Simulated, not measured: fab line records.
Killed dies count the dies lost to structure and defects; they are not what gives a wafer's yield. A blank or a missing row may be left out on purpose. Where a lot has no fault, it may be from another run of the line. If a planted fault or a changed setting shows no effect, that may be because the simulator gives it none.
Which of the tools did it?    flow gf180mcu    14 lots with 42 wafers sampled at 5 steps, on a route of 602 steps

== WHAT EACH GAUGE READ, for each wafer ==
The record holds no reading of a measuring or inspecting step that can be judged against a usual standard deviation.

== TOOL THAT RAN EACH LOT (tool first, then ch and the chambers of the sampled wafers, then the start) ==
lot   GF_V2_SPUTTER_22              GF_M3_SPUTTER_00              GF_M3_SPUTTER_04              GF_M3_METAL_ETCH_16                GF_M3_STRIP_17
L964  pvd sputter-03, day 20 21:20  pvd sputter-02, day 20 21:58  pvd sputter-02, day 20 22:08  rie metal-02 ch 0,1, day 21 22:29  plasma asher-01 ch 1, day 21 22:36
L965  pvd sputter-02, day 21 03:01  pvd sputter-03, day 21 03:39  pvd sputter-03, day 21 03:50  rie metal-03 ch 0, day 22 03:26    plasma asher-04 ch 0,1, day 22 03:39
L966  pvd sputter-04, day 21 13:59  pvd sputter-01, day 21 14:37  pvd sputter-01, day 21 14:47  rie metal-04 ch 0,1, day 22 14:23  plasma asher-02 ch 0,1, day 22 14:31
L971  pvd sputter-04, day 23 11:28  pvd sputter-01, day 23 12:05  pvd sputter-01, day 23 12:16  rie metal-04 ch 0,1, day 24 09:08  plasma asher-04 ch 0,1, day 24 09:15
L972  pvd sputter-02, day 23 16:24  pvd sputter-01, day 23 17:02  pvd sputter-01, day 23 17:13  rie metal-03 ch 0,1, day 24 15:38  plasma asher-02 ch 0,1, day 24 15:45
L973  pvd sputter-02, day 23 21:52  pvd sputter-01, day 23 22:30  pvd sputter-01, day 23 22:41  rie metal-03 ch 0, day 24 20:41    plasma asher-04 ch 0,1, day 24 20:49
L978  pvd sputter-02, day 25 18:25  pvd sputter-03, day 25 19:02  pvd sputter-03, day 25 19:13  rie metal-02 ch 0,1, day 26 16:08  plasma asher-01 ch 0,1, day 26 16:15
L979  pvd sputter-02, day 25 23:40  pvd sputter-03, day 26 00:17  pvd sputter-03, day 26 00:28  rie metal-04 ch 0,1, day 26 21:44  plasma asher-01 ch 0,1, day 26 21:51
L980  pvd sputter-03, day 26 06:46  pvd sputter-01, day 26 07:24  pvd sputter-01, day 26 07:35  rie metal-04 ch 0,1, day 27 04:04  plasma asher-01 ch 0,1, day 27 04:11
L981  pvd sputter-04, day 26 23:13  pvd sputter-02, day 26 23:51  pvd sputter-02, day 27 00:02  rie metal-04 ch 0,1, day 27 20:53  plasma asher-04 ch 0,1, day 27 20:59
L983  pvd sputter-03, day 27 03:49  pvd sputter-03, day 27 04:27  pvd sputter-03, day 27 04:38  rie metal-04 ch 0,1, day 28 00:55  plasma asher-01 ch 0,1, day 28 01:02
L985  pvd sputter-04, day 27 16:15  pvd sputter-03, day 27 16:53  pvd sputter-03, day 27 17:04  rie metal-04 ch 0,1, day 28 13:05  plasma asher-02 ch 0,1, day 28 13:11
L986  pvd sputter-03, day 27 23:36  pvd sputter-03, day 28 00:14  pvd sputter-03, day 28 00:25  rie metal-03 ch 0,1, day 28 20:19  plasma asher-04 ch 0,1, day 28 20:26
L987  pvd sputter-02, day 28 01:16  pvd sputter-03, day 28 01:58  pvd sputter-03, day 28 02:09  rie metal-03 ch 0,1, day 28 22:01  plasma asher-04 ch 0,1, day 28 22:08
- GF_V2_SPUTTER_22: material TiN, target thk 10 nm, time 40 s.
- GF_M3_SPUTTER_00: material Ti, target thk 37.5 nm, time 150 s.
- GF_M3_SPUTTER_04: material TiN, target thk 50 nm, time 41.7 s.
- GF_M3_METAL_ETCH_16: etches the open film in Cl2/BCl3, stops on SiO2, target depth 627.5 nm, time 104.6 s.
- GF_M3_STRIP_17: strips in O2/N2.

== AS READ BY THE TOOLS THEMSELVES (means over the sampled wafers that have a number; for cases with no such wafer, the mark the record gives instead) ==
GF_V2_SPUTTER_22. Usual: 29.9 % for throttle valve pct, sd 1.3.
lot   tool            throttle valve pct (%)  flag
L964  pvd sputter-03  31.0                    
L965  pvd sputter-02  28.9                    
L966  pvd sputter-04  31.1                    
L971  pvd sputter-04  31.1                    
L972  pvd sputter-02  29.3                    
L973  pvd sputter-02  29.4                    
L978  pvd sputter-02  29.3                    
L979  pvd sputter-02  28.5                    
L980  pvd sputter-03  30.5                    
L981  pvd sputter-04  31.3                    
L983  pvd sputter-03  31.1                    
L985  pvd sputter-04  30.8                    
L986  pvd sputter-03  30.1                    
L987  pvd sputter-02  28.9                    

GF_M3_SPUTTER_00. Usual: 30.2 % for throttle valve pct, sd 0.9.
lot   tool            throttle valve pct (%)  flag
L964  pvd sputter-02  29.0                    
L965  pvd sputter-03  31.0                    
L966  pvd sputter-01  30.3                    
L971  pvd sputter-01  30.8                    
L972  pvd sputter-01  30.8                    
L973  pvd sputter-01  30.7                    
L978  pvd sputter-03  29.9                    
L979  pvd sputter-03  30.6                    
L980  pvd sputter-01  30.4                    
L981  pvd sputter-02  28.9                    
L983  pvd sputter-03  30.6                    
L985  pvd sputter-03  30.6                    
L986  pvd sputter-03  31.3                    
L987  pvd sputter-03  31.1                    

GF_M3_SPUTTER_04. Usual: 30.2 % for throttle valve pct, sd 0.89.
lot   tool            throttle valve pct (%)  flag
L964  pvd sputter-02  28.8                    
L965  pvd sputter-03  31.1                    
L966  pvd sputter-01  30.1                    
L971  pvd sputter-01  30.7                    
L972  pvd sputter-01  30.6                    
L973  pvd sputter-01  30.7                    
L978  pvd sputter-03  30.1                    
L979  pvd sputter-03  30.7                    
L980  pvd sputter-01  30.4                    
L981  pvd sputter-02  28.9                    
L983  pvd sputter-03  30.4                    
L985  pvd sputter-03  30.5                    
L986  pvd sputter-03  31.3                    
L987  pvd sputter-03  31.1                    

GF_M3_METAL_ETCH_16. Usual: drypump motor current A 5.7 A, standard deviation 0.35; he backside leak sccm 3.28 sccm, standard deviation 0.28; oes product au 0.974 a.u., standard deviation 0.006; run length s 132.9 s, standard deviation 0.44; throttle valve pct 28.249 %, standard deviation 0.0096.
lot   tool          drypump motor current A (A)  he backside leak sccm (sccm)  oes product au (a.u.)  run length s (s)  throttle valve pct (%)  flag
L964  rie metal-02  6.1                          3.37                          0.975                  133.0             28.251                  
L965  rie metal-03  5.7                          3.45                          0.971                  132.7             28.242                  
L966  rie metal-04  5.8                          3.17                          0.979                  133.2             28.243                  
L971  rie metal-04  5.7                          3.15                          0.972                  133.2             28.243                  
L972  rie metal-03  5.3                          3.19                          0.996                  115.4             28.230                  OFF
L973  rie metal-03  5.8                          3.34                          1.003                  115.1             28.220                  OFF
L978  rie metal-02  5.9                          3.41                          0.977                  132.2             28.242                  
L979  rie metal-04  5.9                          3.25                          0.974                  133.2             28.257                  
L980  rie metal-04  5.7                          3.16                          0.977                  133.0             28.250                  
L981  rie metal-04  5.9                          3.18                          0.972                  133.2             28.248                  
L983  rie metal-04  5.9                          3.27                          0.973                  133.2             28.261                  
L985  rie metal-04  5.8                          3.13                          0.980                  132.9             28.254                  
L986  rie metal-03  5.3                          3.19                          0.969                  132.8             28.248                  
L987  rie metal-03  5.5                          3.40                          0.976                  132.6             28.258                  

GF_M3_STRIP_17. Usual: drypump motor current A 5.84 A, standard deviation 0.29; heater power w 317 W, standard deviation 26; oes product au 0.563 a.u., standard deviation 0.0048; strip time to endpoint s 8.01 s, standard deviation 0.034.
lot   tool             drypump motor current A (A)  heater power w (W)  oes product au (a.u.)  strip time to endpoint s (s)  flag
L964  plasma asher-01  5.41                         302                 0.564                  8.01                          
L965  plasma asher-04  5.84                         331                 0.558                  7.96                          
L966  plasma asher-02  6.24                         328                 0.563                  8.02                          
L971  plasma asher-04  5.85                         329                 0.565                  7.99                          
L972  plasma asher-02  5.96                         343                 0.577                  8.37                          OFF
L973  plasma asher-04  5.87                         336                 0.582                  8.37                          OFF
L978  plasma asher-01  5.55                         294                 0.565                  8.02                          
L979  plasma asher-01  5.71                         280                 0.564                  8.03                          
L980  plasma asher-01  5.70                         286                 0.558                  8.03                          
L981  plasma asher-04  5.85                         327                 0.564                  8.05                          
L983  plasma asher-01  5.69                         281                 0.564                  8.00                          
L985  plasma asher-02  6.22                         327                 0.560                  7.97                          
L986  plasma asher-04  5.85                         328                 0.562                  7.98                          
L987  plasma asher-04  5.85                         328                 0.566                  8.00                          

== THE ANSWER, worked out from the rows above alone ==
Rule: lot off if the mean of its wafers having a number is beyond 3 standard deviations from the usual mean. Also off: a lot with no number at a reading for which 4 or more lots have one. Where the step has rows for the other lots, those lots are counted as sound. Order of review: gauges by route order, followed by the tools' own readings, for which a lot's mean as printed above is used. At the first step where some lot is off, the reading lying furthest off is the one used; lots without a number count as furthest.
Off, at GF_M3_METAL_ETCH_16 on run length s: L972, L973.
A tool fits if, at that step or a process step before it, it ran every lot that is off, and no sound lot after the first of them. Not one of the candidates tried fits.

== WHAT HAD BEEN PUT IN BY THE SIMULATOR ==
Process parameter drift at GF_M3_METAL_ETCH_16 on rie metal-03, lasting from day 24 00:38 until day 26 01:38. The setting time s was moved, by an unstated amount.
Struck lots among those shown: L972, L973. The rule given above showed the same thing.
